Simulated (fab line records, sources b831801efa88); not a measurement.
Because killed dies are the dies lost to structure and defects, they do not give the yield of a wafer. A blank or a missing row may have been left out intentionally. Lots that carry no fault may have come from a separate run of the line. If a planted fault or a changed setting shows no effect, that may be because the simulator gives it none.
Commonality check across tools || flow sky130 || 13 lots, 39 wafers sampled

## REASON FOR OPENING
At SKY_RES_XHIGH_TW_MEAS_09 the reading RES_XHIGH_TW is flagged on 1 of 13 lots. Fault-free wafers read 1639, with a standard deviation of 16.
Rule: flag the lot when none of its wafers has a number, or when each of its wafers that has one lies beyond 4 standard deviations from that mean. The rest of the lots are taken to be sound.

{"lot": "L414", "measured": "day 26 22:29", "on": "film-metro-01", "RES_XHIGH_TW, wafer by wafer": "1646 1646 1637", "flag": ""}
{"lot": "L415", "measured": "day 27 10:13", "on": "film-metro-01", "RES_XHIGH_TW, wafer by wafer": "1650 1657 1662", "flag": ""}
{"lot": "L416", "measured": "day 27 15:03", "on": "film-metro-03", "RES_XHIGH_TW, wafer by wafer": "1658 1665 1654", "flag": ""}
{"lot": "L417", "measured": "day 28 07:01", "on": "film-metro-03", "RES_XHIGH_TW, wafer by wafer": "1658 1656 1641", "flag": ""}
{"lot": "L419", "measured": "day 29 03:36", "on": "film-metro-04", "RES_XHIGH_TW, wafer by wafer": "1621 1623 1611", "flag": ""}
{"lot": "L422", "measured": "day 30 04:18", "on": "film-metro-03", "RES_XHIGH_TW, wafer by wafer": "1640 1633 1632", "flag": ""}
{"lot": "L423", "measured": "day 30 06:23", "on": "film-metro-03", "RES_XHIGH_TW, wafer by wafer": "1631 1638 1636", "flag": ""}
{"lot": "L425", "measured": "day 30 15:52", "on": "film-metro-04", "RES_XHIGH_TW, wafer by wafer": "1624 1626 1625", "flag": ""}
{"lot": "L424", "measured": "day 30 19:45", "on": "film-metro-03", "RES_XHIGH_TW, wafer by wafer": "1636 1631 1631", "flag": ""}
{"lot": "L428", "measured": "day 31 16:23", "on": "film-metro-03", "RES_XHIGH_TW, wafer by wafer": "1650 1654 1660", "flag": ""}
{"lot": "L432", "measured": "day 33 03:40", "on": "film-metro-04", "RES_XHIGH_TW, wafer by wafer": "30 30 29", "flag": "FLAGGED"}
{"lot": "L431", "measured": "day 33 07:53", "on": "film-metro-04", "RES_XHIGH_TW, wafer by wafer": "1607 1609 1613", "flag": ""}
{"lot": "L437", "measured": "day 34 23:50", "on": "film-metro-01", "RES_XHIGH_TW, wafer by wafer": "1649 1652 1653", "flag": ""}
Flagged lots average 30: -1609 relative to the usual, that is -99 or more standard deviations.

## WHICH TOOL RAN EACH LOT
Before the reading, the record contains 2 process steps out of a 708-step route. Every cell lists first the tool, next ch and the chambers used by the sampled wafers, and last the start.
{"lot": "L414", "flag": "", "SKY_SD_P_STRIP_10": "plasma-asher-03 ch 0,1, day 25 17:34", "SKY_RES_XHIGH_STRIP_08": "plasma-asher-03 ch 0,1, day 26 22:23"}
{"lot": "L415", "flag": "", "SKY_SD_P_STRIP_10": "plasma-asher-01 ch 0,1, day 26 04:49", "SKY_RES_XHIGH_STRIP_08": "plasma-asher-03 ch 0,1, day 27 10:08"}
{"lot": "L416", "flag": "", "SKY_SD_P_STRIP_10": "plasma-asher-04 ch 1, day 26 09:33", "SKY_RES_XHIGH_STRIP_08": "plasma-asher-03 ch 0,1, day 27 14:56"}
{"lot": "L417", "flag": "", "SKY_SD_P_STRIP_10": "plasma-asher-03 ch 0,1, day 27 02:19", "SKY_RES_XHIGH_STRIP_08": "plasma-asher-02 ch 0,1, day 28 06:55"}
{"lot": "L419", "flag": "", "SKY_SD_P_STRIP_10": "plasma-asher-03 ch 0,1, day 27 22:13", "SKY_RES_XHIGH_STRIP_08": "plasma-asher-01 ch 0,1, day 29 03:30"}
{"lot": "L422", "flag": "", "SKY_SD_P_STRIP_10": "plasma-asher-03 ch 0,1, day 28 23:34", "SKY_RES_XHIGH_STRIP_08": "plasma-asher-02 ch 0,1, day 30 04:12"}
{"lot": "L423", "flag": "", "SKY_SD_P_STRIP_10": "plasma-asher-03 ch 0,1, day 29 02:04", "SKY_RES_XHIGH_STRIP_08": "plasma-asher-01 ch 0,1, day 30 06:17"}
{"lot": "L425", "flag": "", "SKY_SD_P_STRIP_10": "plasma-asher-01 ch 0,1, day 29 12:01", "SKY_RES_XHIGH_STRIP_08": "plasma-asher-02 ch 0,1, day 30 15:45"}
{"lot": "L424", "flag": "", "SKY_SD_P_STRIP_10": "plasma-asher-01 ch 0,1, day 29 15:39", "SKY_RES_XHIGH_STRIP_08": "plasma-asher-03 ch 0,1, day 30 19:39"}
{"lot": "L428", "flag": "", "SKY_SD_P_STRIP_10": "plasma-asher-01 ch 0,1, day 30 12:07", "SKY_RES_XHIGH_STRIP_08": "plasma-asher-02 ch 0,1, day 31 16:17"}
{"lot": "L432", "flag": "FLAGGED", "SKY_SD_P_STRIP_10": "plasma-asher-04 ch 0,1, day 31 23:20", "SKY_RES_XHIGH_STRIP_08": "plasma-asher-03 ch 0,1, day 33 03:35"}
{"lot": "L431", "flag": "", "SKY_SD_P_STRIP_10": "plasma-asher-01 ch 0,1, day 32 03:55", "SKY_RES_XHIGH_STRIP_08": "plasma-asher-02 ch 0,1, day 33 07:47"}
{"lot": "L437", "flag": "", "SKY_SD_P_STRIP_10": "plasma-asher-03 ch 0,1, day 33 21:19", "SKY_RES_XHIGH_STRIP_08": "plasma-asher-01 ch 0,1, day 34 23:44"}
What the steps here do:
- SKY_SD_P_STRIP_10: strips in O2/N2.
- SKY_RES_XHIGH_STRIP_08: strips in O2/N2.
- SKY_RES_XHIGH_TW_MEAS_09

## FLAGGED AGAINST TOTAL, ONE TOOL AT A TIME (gauges that did the reading follow at the end)
{"step": "SKY_SD_P_STRIP_10", "tool": "plasma-asher-01", "lots run": 5, "flagged": 0, "share of the flagged lots": "none", "sound lots run after its first flagged lot": "-"}
{"step": "SKY_SD_P_STRIP_10", "tool": "plasma-asher-03", "lots run": 6, "flagged": 0, "share of the flagged lots": "none", "sound lots run after its first flagged lot": "-"}
{"step": "SKY_SD_P_STRIP_10", "tool": "plasma-asher-04", "lots run": 2, "flagged": 1, "share of the flagged lots": "all", "sound lots run after its first flagged lot": 0}
{"step": "SKY_RES_XHIGH_STRIP_08", "tool": "plasma-asher-01", "lots run": 3, "flagged": 0, "share of the flagged lots": "none", "sound lots run after its first flagged lot": "-"}
{"step": "SKY_RES_XHIGH_STRIP_08", "tool": "plasma-asher-02", "lots run": 5, "flagged": 0, "share of the flagged lots": "none", "sound lots run after its first flagged lot": "-"}
{"step": "SKY_RES_XHIGH_STRIP_08", "tool": "plasma-asher-03", "lots run": 5, "flagged": 1, "share of the flagged lots": "all", "sound lots run after its first flagged lot": 0}
{"step": "SKY_RES_XHIGH_TW_MEAS_09", "tool": "film-metro-01", "lots run": 3, "flagged": 0, "share of the flagged lots": "none", "sound lots run after its first flagged lot": "-"}
{"step": "SKY_RES_XHIGH_TW_MEAS_09", "tool": "film-metro-03", "lots run": 6, "flagged": 0, "share of the flagged lots": "none", "sound lots run after its first flagged lot": "-"}
{"step": "SKY_RES_XHIGH_TW_MEAS_09", "tool": "film-metro-04", "lots run": 4, "flagged": 1, "share of the flagged lots": "all", "sound lots run after its first flagged lot": "1 (L431)"}

## WHAT THE TABLE ALLOWS
Every flagged lot was run by 3 rows of the table: plasma-asher-04 at SKY_SD_P_STRIP_10, plasma-asher-03 at SKY_RES_XHIGH_STRIP_08 and film-metro-04 at SKY_RES_XHIGH_TW_MEAS_09.
- plasma-asher-04 at SKY_SD_P_STRIP_10 ran 2 lots, 1 of them flagged. Last sound lot L416 at day 26 09:33, first flagged lot L432 at day 31 23:20; a fault beginning in between fits. Its own readings lie more than 4 standard deviations out on every wafer of the flagged lots: oes-product-au.
- plasma-asher-03 at SKY_RES_XHIGH_STRIP_08 ran 5 lots, 1 of them flagged. Last sound lot L424 at day 30 19:39, first flagged lot L432 at day 33 03:35; a fault beginning in between fits. Its own readings lie more than 4 standard deviations out on every wafer of the flagged lots: strip-time-to-endpoint-s.
- film-metro-04 at SKY_RES_XHIGH_TW_MEAS_09 ran 4 lots, 1 of them flagged. Lots that were sound ran on it after the first flagged one (L431); a persistent fault on the entire tool would not allow that.
Because each of these 2 tools fits a fault that began at some hour, counting lots does not separate them. More lots, or a look at what each step does to the wafer, might.

## WHAT THE SIMULATOR HAD INSERTED
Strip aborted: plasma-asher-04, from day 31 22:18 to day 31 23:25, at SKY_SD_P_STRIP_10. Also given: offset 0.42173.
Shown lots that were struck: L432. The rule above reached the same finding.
